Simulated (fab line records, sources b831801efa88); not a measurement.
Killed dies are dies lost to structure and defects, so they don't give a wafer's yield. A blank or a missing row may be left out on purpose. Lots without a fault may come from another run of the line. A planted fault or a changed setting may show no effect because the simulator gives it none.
Which tool did it? | flow gf180mcu | 13 lots, 39 wafers sampled, at 5 steps of a route of 602

WHAT THE GAUGES READ, wafer by wafer
GF_HV_LDD_TW_MEAS_50.
lot  | measured     | on            | HV_LDD_4_TW
L962 | day 13 20:35 | film_metro-04 | 567 569 568
L963 | day 14 09:44 | film_metro-02 | 557 560 561
L964 | day 14 15:40 | film_metro-04 | 568 563 565
L965 | day 14 22:58 | film_metro-03 | 571 573 570
L967 | day 15 16:01 | film_metro-02 | 556 557 556
L970 | day 16 16:32 | film_metro-02 | 522 524 524
L972 | day 17 09:53 | film_metro-03 | 535 536 533
L978 | day 19 04:32 | film_metro-04 | 568 568 565
L980 | day 19 19:39 | film_metro-02 | 557 559 558
L982 | day 20 09:16 | film_metro-02 | 555 555 554
L983 | day 20 18:10 | film_metro-02 | 552 555 557
L984 | day 21 03:43 | film_metro-03 | 571 572 572
L985 | day 21 09:29 | film_metro-02 | 556 557 555

GF_CONTACT_THK_MEAS_01.
lot  | measured     | on            | CONTACT_CVD_00_THK (nm)
L962 | day 16 23:00 | film_metro-02 | 303 299 297
L963 | day 17 11:16 | film_metro-03 | 301 298 291
L964 | day 17 18:09 | film_metro-02 | 301 297 302
L965 | day 18 03:44 | film_metro-04 | 302 300 299
L967 | day 18 19:38 | film_metro-04 | 305 304 303
L970 | day 19 23:02 | film_metro-03 | 304 304 301
L972 | day 20 16:37 | film_metro-03 | 295 297 304
L978 | day 22 12:30 | film_metro-02 | 295 294 295
L980 | day 23 02:50 | film_metro-02 | 298 299 298
L982 | day 23 16:50 | film_metro-04 | 302 302 303
L983 | day 24 01:44 | film_metro-04 | 307 304 304
L984 | day 24 09:58 | film_metro-02 | 303 296 302
L985 | day 24 15:13 | film_metro-04 | 300 303 306

GF_CONTACT_BOW_MEAS_05.
lot  | measured     | on            | CONTACT_BOW (um)
L962 | day 16 23:30 | film_metro-03 | 74 70 77
L963 | day 17 11:47 | film_metro-04 | 69 68 60
L964 | day 17 18:38 | film_metro-04 | 67 67 71
L965 | day 18 04:16 | film_metro-04 | 73 57 65
L967 | day 18 20:10 | film_metro-02 | 71 60 64
L970 | day 19 23:32 | film_metro-04 | 71 76 58
L972 | day 20 17:07 | film_metro-04 | 71 61 74
L978 | day 22 13:01 | film_metro-02 | 79 80 82
L980 | day 23 03:22 | film_metro-04 | 75 62 77
L982 | day 23 17:20 | film_metro-04 | 57 68 68
L983 | day 24 02:13 | film_metro-04 | 58 68 51
L984 | day 24 10:27 | film_metro-02 | 62 62 66
L985 | day 24 15:43 | film_metro-04 | 67 71 65

WHICH TOOL RAN EACH LOT (tool, then ch and the chambers of the sampled wafers, then the start)
lot  | GF_VT_IMPLANT_STRIP_42               | GF_HV_LDD_IMPLANT_48
L962 | plasma_asher-01 ch 0,1, day 8 07:27  | implanter-02 ch 0, day 13 20:21
L963 | plasma_asher-01 ch 0,1, day 8 17:20  | implanter-03 ch 0, day 14 09:31
L964 | plasma_asher-01 ch 0,1, day 8 22:36  | implanter-02 ch 0, day 14 15:25
L965 | plasma_asher-01 ch 0,1, day 9 06:46  | implanter-02 ch 0, day 14 22:43
L967 | plasma_asher-04 ch 0,1, day 9 18:57  | implanter-01 ch 0, day 15 15:46
L970 | plasma_asher-04 ch 0,1, day 10 17:57 | implanter-03 ch 0, day 16 16:18
L972 | plasma_asher-01 ch 0,1, day 11 09:41 | implanter-03 ch 0, day 17 09:38
L978 | plasma_asher-04 ch 0,1, day 12 22:43 | implanter-01 ch 0, day 19 04:19
L980 | plasma_asher-04 ch 0,1, day 13 13:43 | implanter-01 ch 0, day 19 19:27
L982 | plasma_asher-03 ch 0,1, day 14 01:25 | implanter-02 ch 0, day 20 09:01
L983 | plasma_asher-04 ch 0,1, day 14 09:05 | implanter-02 ch 0, day 20 17:55
L984 | plasma_asher-01 ch 0,1, day 14 15:50 | implanter-02 ch 0, day 21 03:28
L985 | plasma_asher-04 ch 0,1, day 14 21:47 | implanter-01 ch 0, day 21 09:16
- GF_VT_IMPLANT_STRIP_42: strips in O2/N2.
- GF_HV_LDD_IMPLANT_48

WHAT THE TOOLS THEMSELVES READ (means of the sampled wafers that have a number; where no wafer has one, the mark that the record gives instead)
GF_VT_IMPLANT_STRIP_42.
lot  | tool            | drypump_motor_current_A (A) | heater_power_w (W) | o2_flow_sccm (sccm) | oes_product_au (a.u.) | strip_time_to_endpoint_s (s)
L962 | plasma_asher-01 | 5.5                         | 300                | 2991                | 0.719                 | 12.70
L963 | plasma_asher-01 | 5.2                         | 311                | 2998                | 0.714                 | 12.61
L964 | plasma_asher-01 | 5.2                         | 312                | 2997                | 0.718                 | 12.61
L965 | plasma_asher-01 | 5.4                         | 298                | 2998                | 0.716                 | 12.64
L967 | plasma_asher-04 | 5.7                         | 336                | 2990                | 0.718                 | 12.58
L970 | plasma_asher-04 | 5.7                         | 357                | 2990                | 0.718                 | 12.59
L972 | plasma_asher-01 | 5.2                         | 313                | 2999                | 0.715                 | 12.63
L978 | plasma_asher-04 | 5.7                         | 357                | 2996                | 0.719                 | 12.66
L980 | plasma_asher-04 | 5.7                         | 335                | 3006                | 0.711                 | 12.65
L982 | plasma_asher-03 | 6.3                         | 298                | 3014                | 0.710                 | 12.66
L983 | plasma_asher-04 | 5.7                         | 353                | 2995                | 0.718                 | 12.67
L984 | plasma_asher-01 | 5.4                         | 295                | 3005                | 0.719                 | 12.57
L985 | plasma_asher-04 | 5.7                         | 335                | 2997                | 0.717                 | 12.56

GF_HV_LDD_IMPLANT_48.
lot  | tool         | beam_energy_keV | beam_on_s (s) | faraday_current_uA
L962 | implanter-02 | 25.000          | 9.83          | 172
L963 | implanter-03 | 25.000          | 10.08         | 168
L964 | implanter-02 | 25.001          | 10.16         | 166
L965 | implanter-02 | 24.997          | 9.91          | 170
L967 | implanter-01 | 24.997          | 9.88          | 171
L970 | implanter-03 | 25.004          | 8.18          | 207
L972 | implanter-03 | 25.000          | 8.18          | 208
L978 | implanter-01 | 24.999          | 9.93          | 170
L980 | implanter-01 | 24.995          | 10.05         | 168
L982 | implanter-02 | 25.009          | 10.08         | 168
L983 | implanter-02 | 24.990          | 9.93          | 170
L984 | implanter-02 | 25.004          | 9.80          | 172
L985 | implanter-01 | 24.990          | 10.05         | 168

THE ANSWER, worked out from the rows above alone
Rule: what is usual is taken from the lots themselves. Put in order of their means at a reading, lots are off if they are a third of the lots or fewer, leave a main group of 4 or more, and stand apart from it by a gap of 3 or more times the standard deviation of the main group's means; of several such gaps the widest counts. A main group whose means are all the same, to the digits that the tables above print for the reading, isn't used. A lot without any number at a reading at which 4 lots or more have one is off too. The other lots that the step has rows for count as sound. The gauges are gone through in route order, then the tools' own readings, and for those a lot's mean is taken as printed above. The first step at which some lot is off is used, and at that step the reading that is off furthest; a lot without a number counts as furthest.
Off: L970, L972, at GF_HV_LDD_TW_MEAS_50 (HV_LDD_4_TW). The main group: mean 562, standard deviation 6.4.
A tool fits if, at a process step before that reading, it ran every lot that is off, and no sound lot after the first of them. The gauges at GF_HV_LDD_TW_MEAS_50 aren't tried: what is off there is off at GF_HV_LDD_IMPLANT_48 too, on other tools, and a gauge's error can't cause that. One fits: implanter-03 at GF_HV_LDD_IMPLANT_48. Its last sound lot is L963 (day 14 09:31), its first lot that is off L970 (day 16 16:18): a fault that began between those two fits.
The tool's own readings at GF_HV_LDD_IMPLANT_48 bear it out: on the lots that are off they differ by more than 5 times the standard deviation of the sound lots' means. beam_on_s reads 8.18 s there against 9.97 s on the sound lots; faraday_current_uA reads 208 there against 169 on the sound lots.

WHAT THE SIMULATOR HAD PUT IN
Process parameter drift: implanter-03, from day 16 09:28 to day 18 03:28, at GF_HV_LDD_IMPLANT_48. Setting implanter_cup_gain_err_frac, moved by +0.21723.
Lots struck among those shown: L970, L972. The rule above found the same.
